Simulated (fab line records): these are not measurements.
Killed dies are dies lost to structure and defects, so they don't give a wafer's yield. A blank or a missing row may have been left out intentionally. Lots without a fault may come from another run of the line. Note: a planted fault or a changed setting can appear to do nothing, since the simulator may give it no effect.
Which of the tools did it?	flow sky130	route of 708 steps, sampled at 1 step: 6 lots, 17 wafers

## WHAT THE GAUGES READ, wafer by wafer
SKY_GATE_OXIDE_TW_MEAS_14.
lot	measured	on	GATE_OXIDE_TW
L728	day 15 06:41	filmMetro-01	220 220 220
L736	day 16 06:17	filmMetro-02	227 227 227
L738	day 16 10:25	filmMetro-01	221 222 220
L740	day 16 10:33	filmMetro-03	221 223
L745	day 23 07:25	filmMetro-02	228 227 228
L748	day 23 13:23	filmMetro-02	228 228 228

## TOOL THAT RAN EACH LOT (tool first, then ch and the chambers of the sampled wafers, then the start)
Record: no process step prior to these readings.

## THE ANSWER, worked out from the rows above alone
Rule: the lots themselves supply what counts as usual. Put in order of their means at a reading, lots are off if they are a third of the lots or fewer, leave a main group of 4 or more, and stand apart from it by a gap of 3 or more times the standard deviation of the main group's means; of several such gaps the widest counts. Not used: any main group whose means are identical at the precision the tables above print for the reading. Also off: a lot with no number at a reading for which 4 or more lots have one. Any other lot the step has rows for is counted as sound.
No lot is off on any of the readings shown, so nothing can be concluded from this.

## WHAT WAS PUT IN BY THE SIMULATOR
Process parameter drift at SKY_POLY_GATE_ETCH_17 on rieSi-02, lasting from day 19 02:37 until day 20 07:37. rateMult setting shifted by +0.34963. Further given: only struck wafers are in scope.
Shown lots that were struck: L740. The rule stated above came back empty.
